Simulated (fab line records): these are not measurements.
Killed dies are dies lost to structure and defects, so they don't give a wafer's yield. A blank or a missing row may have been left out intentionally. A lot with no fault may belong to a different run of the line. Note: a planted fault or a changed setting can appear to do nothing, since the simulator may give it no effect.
One fault seen from 2 desks -- flow sky130 -- each desk has only its own numbers; what lay behind them comes last

## TOOL OWNER'S DESK, litho track-03
The tool's own readings at SKY_METAL3_COAT_07 (resist thk 60 nm): means of the sampled wafers that have a number, for each lot that ran on this tool. If a lot's mean is further than 4 standard deviations from the usual mean, the lot is out of limits and carries the mark OUT (the distance appears in the brackets).
Columns: A = exhaust pa at SKY_METAL3_COAT_07, usual 44.8 Pa
lot,first seen here,A
L706,day 39 04:53,45.3
L717,day 42 21:44,44.3
L720,day 43 01:59,45.1
Result from this desk: across the 3 lots, nothing is out of limits.

## AT THE METROLOGY DESK
What the gauges read, lot by lot, whatever tool the lot ran on: means of the sampled wafers that have a number. If a lot's mean is further than 4 standard deviations from the usual mean, the lot is out of limits and carries the mark OUT (the distance appears in the brackets).
Columns: A = CAPM_OVL at SKY_CAPM_OVL_MEAS_12, usual 0.2 nm; B = cd nm at SKY_METAL3_CD_MEAS_13, usual 299.3 nm; C = METAL3_OVL at SKY_METAL3_OVL_MEAS_14, usual 4 nm
lot,first seen here,A,B,C
L706,day 38 16:41,0.0,300.9,1
L711,day 40 11:44,1.0,298.1,3
L717,day 42 09:49,1.7,300.0,3
L720,day 42 14:59,-0.9,301.1,2
L723,day 43 13:26,-0.5,298.8,2
L724,day 43 21:14,0.4,301.2,3
Result from this desk: across the 6 lots, nothing is out of limits.

## ALL TOGETHER
The desk of the tool owner found nothing out of limits.
From the metrology desk's view, nothing was out of limits.

## WHAT THE SIMULATOR HAD INSERTED
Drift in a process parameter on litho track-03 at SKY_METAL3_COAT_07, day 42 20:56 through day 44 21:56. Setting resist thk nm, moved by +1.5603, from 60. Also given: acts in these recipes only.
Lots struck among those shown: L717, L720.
